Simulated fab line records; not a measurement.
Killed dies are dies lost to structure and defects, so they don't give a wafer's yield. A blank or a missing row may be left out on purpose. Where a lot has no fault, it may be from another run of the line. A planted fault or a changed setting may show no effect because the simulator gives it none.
fab line records    flow gf180mcu    part 1 of 2: steps 1 to 31 of 45
record: lots: 5  wafers: 15  last_day: 33
route steps=602 shown MIM@511 M5@526 V5@540
lots untouched by any fault: they come from a run of this same line in which no faults occurred
start_h: hours from the record's first day to the start of the lot's first wafer shown    wait_h: hours from the lot's prior step to this one    " same as the row above    L1.1+2: a row that stands for several wafers    - no value present, or no start provided    * or withheld: withheld    < > ~ a bound
route shown NAME@n: names a module that has steps shown in the file, with the first one's number in the route    usual: mean and standard deviation over wafers with no fault    same: alike in all rows    chamber/n: place in a boat    sites: per-site readings    _std_site: standard deviation across them    _edge_site: outer sites' mean less inner sites'    radius_mm: how far each site lies from the wafer's centre    mask NAME#n: copy n    behind: the last tool/chamber to shape the wafer    hold: cause of the lot's hold/its duration in hours/its outcome    device: which transistor (n, p or np) failed to switch    end of line: tests run on the same wafers once the route is complete    step lacking rows: just its recipe    killed: dies that structure and defects cost at the first sort, which is not the same as the wafer's yield    map: per-die view of a wafer (x killed, . not killed, _ where there is no die)
set.NAME: the setting that was run; set.NAME@STEP: the one run at that earlier step    model.NAME: the simulator's own value behind a step, which no gauge read
lots seen at some steps along the route; tables by step, rows by wafer
services: a tool's chamber out of use, with start hour (start_h, from the record's first day; less than 0 if before it), hours out, and reason
== steps ==
step: GF_MIM_SPUTTER_08
recipe: material: AlCu  target_thk_nm: 200  power_w: 10600  time_s: 10.6  chamber_pressure_pa: 0.4
usual: throttle_valve_pct: 29.5/1.1
same: time_s: 10.6
lot.wafer  tool            chamber  start_h  wait_h  throttle_valve_pct
L076.1     pvd_sputter-02  -        590.58   0.0     28.4
L076.3     "               -        "        "       28.3
L076.6     "               -        "        "       29.3
L077.1     pvd_sputter-01  -        599.19   0.0     30.2
L077.4     "               -        "        "       30.6
L077.6     "               -        "        "       30.0
L084.4     pvd_sputter-01  -        654.84   0.0     30.2
L084.5     "               -        "        "       30.2
L084.6     "               -        "        "       30.1
L088.1     pvd_sputter-01  -        680.82   0.0     30.3
L088.3     "               -        "        "       30.1
L088.6     "               -        "        "       29.9
L092.1     pvd_sputter-04  -        703.09   0.0     30.8
L092.3     "               -        "        "       27.3
L092.5     "               -        "        "       27.4
step: GF_MIM_SPUTTER_09
recipe: material: TiN  target_thk_nm: 35  power_w: 6639  time_s: 29.2  chamber_pressure_pa: 0.4
usual: throttle_valve_pct: 29.4/1.1
same: time_s: 29.2
lot.wafer  tool            chamber  start_h  wait_h  throttle_valve_pct
L076.1     pvd_sputter-02  -        590.60   0.0     28.8
L076.3     "               -        "        "       27.7
L076.6     "               -        "        "       29.5
L077.1     pvd_sputter-01  -        599.21   0.0     30.4
L077.4     "               -        "        "       30.6
L077.6     "               -        "        "       30.0
L084.4     pvd_sputter-01  -        654.86   0.0     30.4
L084.5     "               -        "        "       30.0
L084.6     "               -        "        "       30.2
L088.1     pvd_sputter-01  -        680.84   0.0     30.3
L088.3     "               -        "        "       30.3
L088.6     "               -        "        "       30.1
L092.1     pvd_sputter-04  -        703.12   0.0     30.7
L092.3     "               -        "        "       27.4
L092.5     "               -        "        "       27.4
step: GF_MIM_RS_MEAS_10
recipe: thk_meas_gauge: four-point-probe  reads: TiN_of_MIM_SPUTTER_09+AlCu_of_MIM_SPUTTER_08+TiN_of_MIM_SPUTTER_07
usual: MIM_ALCU_RS: 0.1590/0.002
lot.wafer  tool           chamber  start_h  wait_h  MIM_ALCU_RS[ohm/sq]
L076.1     film_metro-04  -        590.64   0.0     0.1607
L076.3     "              -        "        "       0.1623
L076.6     "              -        "        "       0.1601
L077.1     film_metro-04  -        599.24   0.0     0.1588
L077.4     "              -        "        "       0.1619
L077.6     "              -        "        "       0.1575
L084.4     film_metro-03  -        654.96   0.1     0.1569
L084.5     "              -        "        "       0.1550
L084.6     "              -        "        "       0.1585
L088.1     film_metro-04  -        680.87   0.0     0.1603
L088.3     "              -        "        "       0.1584
L088.6     "              -        "        "       0.1580
L092.1     film_metro-04  -        703.15   0.0     0.1624
L092.3     "              -        "        "       0.1618
L092.5     "              -        "        "       0.1631
step: GF_MIM_THK_MEAS_11
recipe: thk_meas_gauge: xrf  reads: AlCu_of_MIM_SPUTTER_08
usual: MIM_ALCU_THK: 201.2/2.8
lot.wafer  tool           chamber  start_h  wait_h  MIM_ALCU_THK[nm]
L076.1     film_metro-04  -        590.76   0.1     198.1
L076.3     "              -        "        "       196.0
L076.6     "              -        "        "       198.9
L077.1     film_metro-04  -        599.36   0.1     200.8
L077.4     "              -        "        "       197.0
L077.6     "              -        "        "       201.1
L084.4     film_metro-03  -        655.05   0.1     203.0
L084.5     "              -        "        "       204.6
L084.6     "              -        "        "       202.3
L088.1     film_metro-04  -        680.99   0.1     199.0
L088.3     "              -        "        "       201.3
L088.6     "              -        "        "       201.6
L092.1     film_metro-04  -        703.27   0.1     193.9
L092.3     "              -        "        "       196.2
L092.5     "              -        "        "       193.8
step: GF_MIM_DEHYDRATE_12
recipe: temp_c: 200  time_s: 60
same: time_s: 60
lot.wafer   tool            chamber  start_h  wait_h
L076.1+3+6  litho_track-02  0        600.71   9.9
L077.1+4+6  litho_track-04  0        608.97   9.6
L084.4+5+6  litho_track-02  0        664.04   9.0
L088.1+3+6  litho_track-03  0        689.51   8.5
L092.1+3+5  litho_track-04  0        711.97   8.7
step: GF_MIM_HMDS_13
recipe: prime_time_s: 60  prime_temp_c: 120
same: prime_time_s: 60
lot.wafer   tool            chamber  start_h  wait_h
L076.1+3+6  litho_track-02  0        600.86   0.1
L077.1+4+6  litho_track-04  0        609.12   0.1
L084.4+5+6  litho_track-02  0        664.19   0.1
L088.1+3+6  litho_track-03  0        689.66   0.1
L092.1+3+5  litho_track-04  0        712.12   0.1
step: GF_MIM_COAT_14
recipe: resist: NOVOLAK  spin_rpm: 3000  resist_thk_nm: 1000
usual: spin_speed_rpm: 3000.3/2.2
lot.wafer  tool            chamber  start_h  wait_h  spin_speed_rpm
L076.1     litho_track-02  0        601.01   0.1     2997.5
L076.3     "               0        "        "       2999.7
L076.6     "               0        "        "       2999.0
L077.1     litho_track-04  0        609.27   0.1     3000.0
L077.4     "               0        "        "       2999.7
L077.6     "               0        "        "       2998.9
L084.4     litho_track-02  0        664.34   0.1     3002.9
L084.5     "               0        "        "       3001.4
L084.6     "               0        "        "       3003.1
L088.1     litho_track-03  0        689.81   0.1     3000.9
L088.3     "               0        "        "       3002.1
L088.6     "               0        "        "       3000.3
L092.1     litho_track-04  0        712.27   0.1     3000.7
L092.3     "               0        "        "       3000.9
L092.5     "               0        "        "       2999.4
step: GF_MIM_SOFTBAKE_15
recipe: temp_c: 90  time_s: 60  resist: NOVOLAK
same: time_s: 60
lot.wafer   tool            chamber  start_h  wait_h
L076.1+3+6  litho_track-02  0        601.16   0.1
L077.1+4+6  litho_track-04  0        609.42   0.1
L084.4+5+6  litho_track-02  0        664.49   0.1
L088.1+3+6  litho_track-03  0        689.96   0.1
L092.1+3+5  litho_track-04  0        712.42   0.1
step: GF_MIM_EXPOSE_16
recipe: mask_id: FuseTop  target_cd_nm: 2000  na: 0.6  source_shape: conventional  sigma_outer: 0.6  dose_mj: 140
same: na: 0.6
lot.wafer   tool              chamber  start_h  wait_h  mask
L076.1+3+6  iline_stepper-01  0        -        -       FuseTop#0
L077.1+4+6  iline_stepper-02  0        -        -       FuseTop#0
L084.4+5+6  iline_stepper-01  0        -        -       FuseTop#0
L088.1+3+6  iline_stepper-02  0        -        -       FuseTop#0
L092.1+3+5  iline_stepper-02  0        -        -       FuseTop#0
step: GF_MIM_PEB_17
recipe: temp_c: withheld  time_s: *  resist: NOVOLAK
same: time_s: *
lot.wafer   tool            chamber  start_h  wait_h
L076.1+3+6  litho_track-03  0        -        -
L077.1+4+6  litho_track-04  0        -        -
L084.4+5+6  litho_track-04  0        -        -
L088.1+3+6  litho_track-03  0        -        -
L092.1+3+5  litho_track-03  0        -        -
step: GF_MIM_DEVELOP_18
recipe: develop_time_s: 60  dev_temp_c: 23
lot.wafer   tool            chamber  start_h  wait_h
L076.1+3+6  litho_track-03  0        612.06   0.1
L077.1+4+6  litho_track-04  0        619.47   0.1
L084.4+5+6  litho_track-04  0        674.14   0.1
L088.1+3+6  litho_track-03  0        699.16   0.1
L092.1+3+5  litho_track-03  0        721.41   0.1
step: GF_MIM_METAL_ETCH_19
recipe: chemistry: Cl2/BCl3  mask_material: NOVOLAK  stop_on: Si3N4  target_depth_nm: 324.5  pressure_mtorr: 8  icp_w: 800  bias_w: 140  Cl2_flow_sccm: 80  bcl3_flow_sccm: 40  time_s: 54.1
usual: drypump_motor_current_A: 6.0/0.31  oes_product_au: 0.945/0.0064  throttle_valve_pct: 28.279/0.01
same: time_s: 54.1
lot.wafer  tool          chamber  start_h  wait_h  drypump_motor_current_A  oes_product_au  rf_hours_counter_h  throttle_valve_pct
L076.1     rie_metal-01  0        612.21   0.1     5.8                      0.943           12                  28.282
L076.3     "             0        "        "       5.8                      0.948           -                   28.280
L076.6     "             1        "        "       5.8                      0.949           -                   28.275
L077.1     rie_metal-02  0        619.62   0.1     6.1                      0.943           11                  28.287
L077.4     "             0        "        "       6.1                      0.931           -                   28.282
L077.6     "             1        "        "       6.1                      0.951           -                   28.293
L084.4     rie_metal-01  0        674.24   0.1     5.8                      0.949           -                   28.269
L084.5     "             0        "        "       5.8                      0.953           -                   28.276
L084.6     "             1        "        "       5.8                      0.946           -                   28.281
L088.1     rie_metal-01  1        699.31   0.1     5.8                      0.939           14                  28.286
L088.3     "             1        "        "       5.8                      0.947           -                   28.266
L088.6     "             0        "        "       5.8                      0.950           -                   28.265
L092.1     rie_metal-02  1        721.56   0.1     6.0                      0.943           2                   28.277
L092.3     "             0        "        "       6.1                      0.949           -                   28.270
L092.5     "             1        "        "       6.1                      0.934           -                   28.294
step: GF_MIM_STRIP_20
recipe: chemistry: O2/N2  power_w: 1400  pressure_mtorr: 1500  platen_temp_c: 250  o2_flow_sccm: 3000  n2_flow_sccm: 300  overash_fraction: 0.5
usual: drypump_motor_current_A: 5.9/0.45  heater_power_w: 306/30  o2_flow_sccm: 2998/8.2  oes_product_au: 0.692/0.0051  strip_time_to_endpoint_s: 11.22/0.04
lot.wafer  tool             chamber  start_h  wait_h  drypump_motor_current_A  heater_power_w  o2_flow_sccm  oes_product_au  rf_hours_counter_h  strip_time_to_endpoint_s
L076.1     plasma_asher-02  0        612.28   0.0     6.3                      353             3006          0.677           88                  11.19
L076.3     "                1        "        "       6.6                      282             3005          0.699           -                   11.22
L076.6     "                1        "        "       6.6                      283             3000          0.691           -                   11.17
L077.1     plasma_asher-04  0        619.69   0.0     5.5                      313             2999          0.690           52                  11.28
L077.4     "                0        "        "       5.5                      323             2998          0.698           -                   11.22
L077.6     "                1        "        "       5.6                      276             2993          0.702           -                   11.25
L084.4     plasma_asher-02  0        674.32   0.1     6.3                      354             2983          0.693           -                   11.19
L084.5     "                1        "        "       6.6                      281             2990          0.687           -                   11.19
L084.6     "                0        "        "       6.3                      357             3000          0.694           -                   11.18
L088.1     plasma_asher-04  1        699.38   0.0     5.6                      277             2989          0.694           60                  11.23
L088.3     "                1        "        "       5.6                      295             2997          0.678           -                   11.18
L088.6     "                0        "        "       5.5                      323             2993          0.686           -                   11.20
L092.1     plasma_asher-03  1        721.63   0.0     5.6                      294             3005          0.695           109                 11.29
L092.3     "                0        "        "       5.6                      279             3005          0.693           -                   11.28
L092.5     "                1        "        "       5.6                      303             2997          0.691           -                   11.26
step: GF_MIM_STRIP_21
recipe: chemistry: post_etch_residue_remover  time_s: 1200  temp_c: 72.5
same: time_s: 1200
lot.wafer   tool          chamber  start_h  wait_h
L076.1+3+6  wet_bench-04  0        612.38   0.1
L077.1+4+6  wet_bench-04  2        619.79   0.1
L084.4+5+6  wet_bench-03  2        674.39   0.0
L088.1+3+6  wet_bench-03  3        699.48   0.1
L092.1+3+5  wet_bench-04  3        721.73   0.1
step: GF_MIM_CLEAN_22
recipe: chemistry: DIW  dry: n2_spin
lot.wafer   tool          chamber  start_h  wait_h
L076.1+3+6  wet_bench-03  0        612.72   0.0
L077.1+4+6  wet_bench-03  2        620.13   0.0
L084.4+5+6  wet_bench-04  3        674.73   0.0
L088.1+3+6  wet_bench-04  3        699.82   0.0
L092.1+3+5  wet_bench-03  1        722.10   0.0
step: GF_M5_DEHYDRATE_00
recipe: temp_c: 200  time_s: 60
same: time_s: 60
lot.wafer   tool            chamber  start_h  wait_h
L076.1+3+6  litho_track-02  0        622.51   9.6
L077.1+4+6  litho_track-02  0        629.96   9.7
L084.4+5+6  litho_track-02  0        683.29   8.5
L088.1+3+6  litho_track-01  0        708.38   8.5
L092.1+3+5  litho_track-02  0        730.71   8.5
step: GF_M5_HMDS_01
recipe: prime_time_s: 60  prime_temp_c: 120
same: prime_time_s: 60
lot.wafer   tool            chamber  start_h  wait_h
L076.1+3+6  litho_track-02  0        622.66   0.1
L077.1+4+6  litho_track-02  0        630.11   0.1
L084.4+5+6  litho_track-02  0        683.44   0.1
L088.1+3+6  litho_track-01  0        708.53   0.1
L092.1+3+5  litho_track-02  0        730.86   0.1
step: GF_M5_COAT_02
recipe: resist: KrF  spin_rpm: withheld  resist_thk_nm: 1010
lot.wafer   tool            chamber  start_h  wait_h
L076.1+3+6  litho_track-02  0        622.81   0.1
L077.1+4+6  litho_track-02  0        630.26   0.1
L084.4+5+6  litho_track-02  0        683.59   0.1
L088.1+3+6  litho_track-01  0        708.68   0.1
L092.1+3+5  litho_track-02  0        731.01   0.1
step: GF_M5_SOFTBAKE_03
recipe: temp_c: 130  time_s: 60  resist: KrF
same: time_s: 60
lot.wafer   tool            chamber  start_h  wait_h
L076.1+3+6  litho_track-02  0        622.96   0.1
L077.1+4+6  litho_track-02  0        630.41   0.1
L084.4+5+6  litho_track-02  0        683.74   0.1
L088.1+3+6  litho_track-01  0        708.83   0.1
L092.1+3+5  litho_track-02  0        731.16   0.1
step: GF_M5_EXPOSE_04
recipe: mask_id: Metal5  target_cd_nm: 280  na: 0.68  source_shape: conventional  sigma_outer: 0.6  dose_mj: 28
same: na: 0.68
lot.wafer   tool            chamber  start_h  wait_h  mask
L076.1+3+6  krf_scanner-02  0        -        -       Metal5#0
L077.1+4+6  krf_scanner-02  0        -        -       Metal5#0
L084.4+5+6  krf_scanner-02  0        -        -       Metal5#0
L088.1+3+6  krf_scanner-02  0        -        -       Metal5#0
L092.1+3+5  krf_scanner-01  0        -        -       Metal5#0
step: GF_M5_PEB_05
recipe: peb_temp_c: 135  peb_time_s: 90  resist: KrF
lot.wafer   tool            chamber  start_h  wait_h
L076.1+3+6  litho_track-01  0        -        -
L077.1+4+6  litho_track-03  0        -        -
L084.4+5+6  litho_track-03  0        -        -
L088.1+3+6  litho_track-01  0        -        -
L092.1+3+5  litho_track-02  0        -        -
step: GF_M5_DEVELOP_06
recipe: develop_time_s: 60  dev_temp_c: 21
lot.wafer   tool            chamber  start_h  wait_h
L076.1+3+6  litho_track-01  0        632.63   0.2
L077.1+4+6  litho_track-03  0        639.51   0.2
L084.4+5+6  litho_track-03  0        693.14   0.1
L088.1+3+6  litho_track-01  0        718.03   0.2
L092.1+3+5  litho_track-02  0        740.36   0.2
step: GF_M5_CD_MEAS_07
recipe: target_cd_nm: 280
usual: cd_nm: 280.0/1
lot.wafer  tool       chamber  start_h  wait_h  cd_nm
L076.1     cd_sem-02  -        632.78   0.1     280.7
L076.3     "          -        "        "       280.1
L076.6     "          -        "        "       280.7
L077.1     cd_sem-01  -        639.66   0.1     279.5
L077.4     "          -        "        "       279.2
L077.6     "          -        "        "       279.6
L084.4     cd_sem-02  -        693.27   0.1     276.6
L084.5     "          -        "        "       277.5
L084.6     "          -        "        "       277.2
L088.1     cd_sem-02  -        718.18   0.1     279.9
L088.3     "          -        "        "       280.5
L088.6     "          -        "        "       280.2
L092.1     cd_sem-01  -        740.51   0.1     280.7
L092.3     "          -        "        "       279.3
L092.5     "          -        "        "       279.8
step: GF_M5_OVL_MEAS_08
usual: M5_OVL: -2/5.1
lot.wafer  tool        chamber  start_h  wait_h  M5_OVL[nm]
L076.1     overlay-01  -        632.90   0.1     0
L076.3     "           -        "        "       7
L076.6     "           -        "        "       -2
L077.1     overlay-01  -        639.78   0.1     -4
L077.4     "           -        "        "       -12
L077.6     "           -        "        "       -2
L084.4     overlay-01  -        693.35   0.1     -1
L084.5     "           -        "        "       -5
L084.6     "           -        "        "       3
L088.1     overlay-02  -        718.30   0.1     -2
L088.3     "           -        "        "       -10
L088.6     "           -        "        "       -1
L092.1     overlay-02  -        740.63   0.1     -7
L092.3     "           -        "        "       5
L092.5     "           -        "        "       -4
step: GF_M5_ETCH_09
recipe: chemistry: CF4/O2  target: Si3N4  target_depth_nm: 52  source_w: 800  bias_w: 150  pressure_mtorr: 150  cf4_flow_sccm: 80  O2_flow_sccm: 10  time_s: 11.6
usual: drypump_motor_current_A: 5.7/0.5  oes_product_au: 1.002/0.013  throttle_valve_pct: 5.970/0.0098
same: time_s: 11.6
lot.wafer  tool         chamber  start_h  wait_h  drypump_motor_current_A  oes_product_au  rf_hours_counter_h  throttle_valve_pct
L076.1     rie_diel-03  0        632.93   0.0     5.3                      1.011           50                  5.991
L076.3     "            2        "        "       6.0                      0.997           3                   5.972
L076.6     "            3        "        "       4.6                      0.985           -                   5.981
L077.1     rie_diel-01  2        639.82   0.0     6.2                      1.008           19                  5.963
L077.4     "            0        "        "       5.8                      1.000           4                   5.957
L077.6     "            1        "        "       6.3                      1.021           -                   5.968
L084.4     rie_diel-03  0        693.37   0.0     5.3                      0.995           53                  5.963
L084.5     "            2        "        "       6.0                      1.016           -                   5.966
L084.6     "            1        "        "       5.7                      0.990           -                   5.957
L088.1     rie_diel-01  3        718.33   0.0     6.0                      0.996           16                  5.984
L088.3     "            1        "        "       6.3                      1.008           5                   5.957
L088.6     "            1        "        "       6.3                      1.023           -                   5.967
L092.1     rie_diel-03  2        740.67   0.0     6.0                      1.010           9                   5.963
L092.3     "            1        "        "       5.7                      0.981           3                   5.974
L092.5     "            2        "        "       6.0                      1.005           -                   5.967
step: GF_M5_METAL_ETCH_10
recipe: chemistry: Cl2/BCl3  mask_material: KrF  target_depth_nm: 750.8  stop_on: SiO2  pressure_mtorr: 8  icp_w: 800  bias_w: 140  Cl2_flow_sccm: 80  bcl3_flow_sccm: 40  time_s: 125.1
usual: drypump_motor_current_A: 5.8/0.5  oes_product_au: 0.989/0.0059  throttle_valve_pct: 28.231/0.01
same: time_s: 125.1
lot.wafer  tool          chamber  start_h  wait_h  drypump_motor_current_A  oes_product_au  rf_hours_counter_h  throttle_valve_pct
L076.1     rie_metal-02  1        632.96   0.0     6.1                      0.987           13                  28.229
L076.3     "             0        "        "       6.1                      0.990           -                   28.234
L076.6     "             0        "        "       6.1                      0.989           -                   28.236
L077.1     rie_metal-04  1        639.84   0.0     5.3                      0.977           10                  28.247
L077.4     "             0        "        "       5.2                      0.988           -                   28.217
L077.6     "             1        "        "       5.2                      0.984           -                   28.249
L084.4     rie_metal-02  1        693.43   0.1     6.0                      0.983           -                   28.235
L084.5     "             1        "        "       6.1                      1.000           -                   28.223
L084.6     "             0        "        "       6.1                      0.979           -                   28.235
L088.1     rie_metal-02  1        718.35   0.0     6.0                      0.990           2                   28.215
L088.3     "             1        "        "       6.1                      0.990           -                   28.233
L088.6     "             1        "        "       6.0                      0.989           -                   28.220
L092.1     rie_metal-02  1        740.69   0.0     6.1                      0.978           3                   28.237
L092.3     "             1        "        "       6.1                      0.992           -                   28.230
L092.5     "             0        "        "       6.1                      0.992           -                   28.244
step: GF_M5_STRIP_11
recipe: chemistry: O2/N2  power_w: 1400  pressure_mtorr: 1500  platen_temp_c: 250  o2_flow_sccm: 3000  n2_flow_sccm: 300  overash_fraction: 0.5
usual: drypump_motor_current_A: 5.57/0.075  heater_power_w: 303/25  o2_flow_sccm: 3001/9.5  oes_product_au: 0.528/0.0055  strip_time_to_endpoint_s: 7.16/0.054
lot.wafer  tool             chamber  start_h  wait_h  drypump_motor_current_A  heater_power_w  o2_flow_sccm  oes_product_au  rf_hours_counter_h  strip_time_to_endpoint_s
L076.1     plasma_asher-03  1        633.08   0.1     5.64                     303             3007          0.536           100                 7.17
L076.3     "                1        "        "       5.64                     301             2999          0.527           -                   7.20
L076.6     "                0        "        "       5.66                     275             3016          0.535           -                   7.20
L077.1     plasma_asher-03  1        639.97   0.1     5.62                     300             2997          0.536           101                 7.20
L077.4     "                1        "        "       5.60                     309             2993          0.539           -                   7.16
L077.6     "                0        "        "       5.62                     277             2994          0.524           -                   7.22
L084.4     plasma_asher-01  0        693.55   0.1     5.52                     286             3005          0.529           -                   7.17
L084.5     "                1        "        "       5.71                     362             2978          0.541           -                   7.14
L084.6     "                0        "        "       5.50                     285             3004          0.537           -                   7.23
L088.1     plasma_asher-03  0        718.61   0.2     5.63                     283             3009          0.527           109                 7.15
L088.3     "                0        "        "       5.62                     277             3000          0.518           -                   7.15
L088.6     "                1        "        "       5.61                     309             2995          0.526           -                   7.19
L092.1     plasma_asher-04  0        740.82   0.1     5.47                     322             2998          0.526           64                  7.20
L092.3     "                0        "        "       5.47                     330             2992          0.534           -                   7.22
L092.5     "                0        "        "       5.48                     310             2996          0.529           -                   7.23
step: GF_M5_STRIP_12
recipe: chemistry: post_etch_residue_remover  time_s: 1200  temp_c: 72.5
same: time_s: 1200
lot.wafer   tool          chamber  start_h  wait_h
L076.1+3+6  wet_bench-02  1        633.18   0.1
L077.1+4+6  wet_bench-03  3        640.07   0.1
L084.4+5+6  wet_bench-03  0        693.62   0.0
L088.1+3+6  wet_bench-03  0        718.71   0.1
L092.1+3+5  wet_bench-02  2        740.92   0.1
step: GF_M5_CLEAN_13
recipe: chemistry: DIW  dry: n2_spin
lot.wafer   tool          chamber  start_h  wait_h
L076.1+3+6  wet_bench-03  3        633.53   0.0
L077.1+4+6  wet_bench-02  1        640.41   0.0
L084.4+5+6  wet_bench-02  2        693.96   0.0
L088.1+3+6  wet_bench-02  3        719.05   0.0
L092.1+3+5  wet_bench-02  3        741.26   0.0
step: GF_V5_CVD_00
recipe: material: SiO2  target_thk_nm: 300  sigma_open_frac: 0.3  temp_c: 400  time_s: 50  sih4_flow_sccm: 61.79  pressure_mtorr: 6
same: time_s: 50
lot.wafer   tool       chamber  start_h  wait_h
L076.1+3+6  hdpcvd-02  0,1,0    633.73   0.0
L077.1+4+6  hdpcvd-01  0,2,0    640.50   0.0
L084.4+5+6  hdpcvd-01  1,2,0    694.18   0.0
L088.1+3+6  hdpcvd-01  2,1,2    719.15   0.0
L092.1+3+5  hdpcvd-02  1,0,2    743.00   1.6
step: GF_V5_THK_MEAS_01
recipe: reads: SiO2_of_V5_CVD_00
usual: V5_CVD_00_THK: 307.0/2.9
lot.wafer  tool           chamber  start_h  wait_h  V5_CVD_00_THK[nm]
L076.1     film_metro-02  -        633.77   0.0     303.7
L076.3     "              -        "        "       304.0
L076.6     "              -        "        "       304.1
L077.1     film_metro-02  -        640.55   0.0     305.7
L077.4     "              -        "        "       306.6
L077.6     "              -        "        "       307.6
L084.4     film_metro-01  -        694.24   0.0     312.1
L084.5     "              -        "        "       308.9
L084.6     "              -        "        "       307.2
L088.1     film_metro-02  -        719.19   0.0     309.2
L088.3     "              -        "        "       307.7
L088.6     "              -        "        "       307.1
L092.1     film_metro-04  -        743.04   0.0     307.0
L092.3     "              -        "        "       306.0
L092.5     "              -        "        "       308.5
